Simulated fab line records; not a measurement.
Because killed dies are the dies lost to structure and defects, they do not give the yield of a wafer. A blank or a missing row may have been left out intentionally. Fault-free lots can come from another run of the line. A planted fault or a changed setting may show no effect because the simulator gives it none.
Comparing a struck lot with a sound one	flow gf180mcu	16 steps out of a route of 602
Sound: the wafers L419.1, L419.4, L419.6. The struck wafers were L418.1, L418.2, L418.4. At the end, the cause is stated.
Per side, at each step with rows, come the tool, then ch with its chambers, and then its first start. Under that, the readings that differ: sound wafers	struck wafers	difference of the means	sigmas: that difference in standard deviations of wafers without a fault.
alike: readings whose means differ by less than 2 such deviations, and words and numbers that are the same on both sides. not compared: withheld readings, readings that some wafer has no value for, bounds like >300 that may hide the same value, and numbers for which the record gives no deviation and whose values overlap.
The two part at a step that has a row with sigmas, a row that says differs or no value, or rows on one side only. Numbers that have no deviation but don't overlap get no sigmas and don't part them. Lack of a reading on every wafer of one side parts them only where that side has two or more wafers.

first, 6 steps without rows for these wafers: GF_M3_HMDS_08 (prime time 60 s); GF_M3_COAT_09 (resist thk 1000 nm); GF_M3_SOFTBAKE_10 (time 60 s); GF_M3_EXPOSE_11 (exposes mask Metal3, target cd 280 nm); GF_M3_PEB_12 (peb time 90 s); GF_M3_DEVELOP_13 (develop time 60 s).
GF_M3_CD_MEAS_14: the cd target is 280 nm.
  struck on cd_sem-01, day 23 07:11; sound on cd_sem-01, day 23 14:29
  alike: cd_nm
GF_M3_OVL_MEAS_15:
  struck on overlay-02, day 23 07:19; sound on overlay-01, day 23 14:37
  alike: M3_OVL
GF_M3_METAL_ETCH_16: etches the open film in Cl2/BCl3, stops on SiO2, target depth 750.8 nm, time 125.1 s.
  sound on rie_metal-01 ch 0, day 23 14:39; struck on rie_metal-02 ch 0,1, day 23 07:21
reading	sound	struck	difference	sigmas
oes_product_au (a.u.)	0.989 0.999 1.000	0.978 0.987 0.985	-0.013	-2
  alike: drypump_motor_current_A, throttle_valve_pct
  not compared: rf_hours_counter_h
GF_M3_STRIP_17: strips in O2/N2.
  sound on plasma_asher-01 ch 0,1, day 23 14:47; struck on plasma_asher-02 ch 0,1, day 23 07:29
  alike: drypump_motor_current_A, heater_power_w, oes_product_au, strip_time_to_endpoint_s
  not compared: rf_hours_counter_h
then, 2 steps without rows for these wafers: GF_M3_STRIP_18 (strips in post etch residue remover, time 1200 s); GF_M3_CLEAN_19 (cleans in DIW).
GF_V3_CVD_00: deposits SiO2, target thk 600 nm, time 100 s.
  sound on hdpcvd-01 ch 0,1,2, day 23 15:19; struck on hdpcvd-02 ch 1,2, day 23 08:01
reading	sound	struck	difference	sigmas
sih4_flow_sccm (sccm)	60.08 60.14 60.01	50.87 50.89 51.04	-9.14	-46
model.SiO2_of_V3_CVD_00.thk_nm (nm)	605 604 599.8	513.2 510.6 519.5	-88.5	
  alike: susceptor_temp_C
GF_V3_THK_MEAS_01:
  struck on film_metro-04, day 23 08:05; sound on film_metro-03, day 23 15:23
reading	sound	struck	difference	sigmas
V3_CVD_00_THK (nm)	605 604 600	513 510 519	-89	-17
GF_V3_CVD_02: deposits SiO2 from TEOS, target thk 850 nm, time 94.851 s.
  sound on pecvd-03 ch 1,2, day 23 15:27; struck on pecvd-04 ch 1,2, day 23 08:08
  alike: heater_power_w, susceptor_temp_C
-- the record jumps here: 7 days lie between the struck wafers' starts before and after (it left off in module V3 and takes up again in module PASSIVATION, whose first step shown is number 602 of the route) --
GF_PASSIVATION_PROBE_99:
  only the struck wafers here have rows in the record (prober-01, day 30 12:55); the sound ones have none

WHERE THEY PART
First at GF_M3_METAL_ETCH_16; last, within this record, at GF_PASSIVATION_PROBE_99.

WHY: the cause the simulator had injected
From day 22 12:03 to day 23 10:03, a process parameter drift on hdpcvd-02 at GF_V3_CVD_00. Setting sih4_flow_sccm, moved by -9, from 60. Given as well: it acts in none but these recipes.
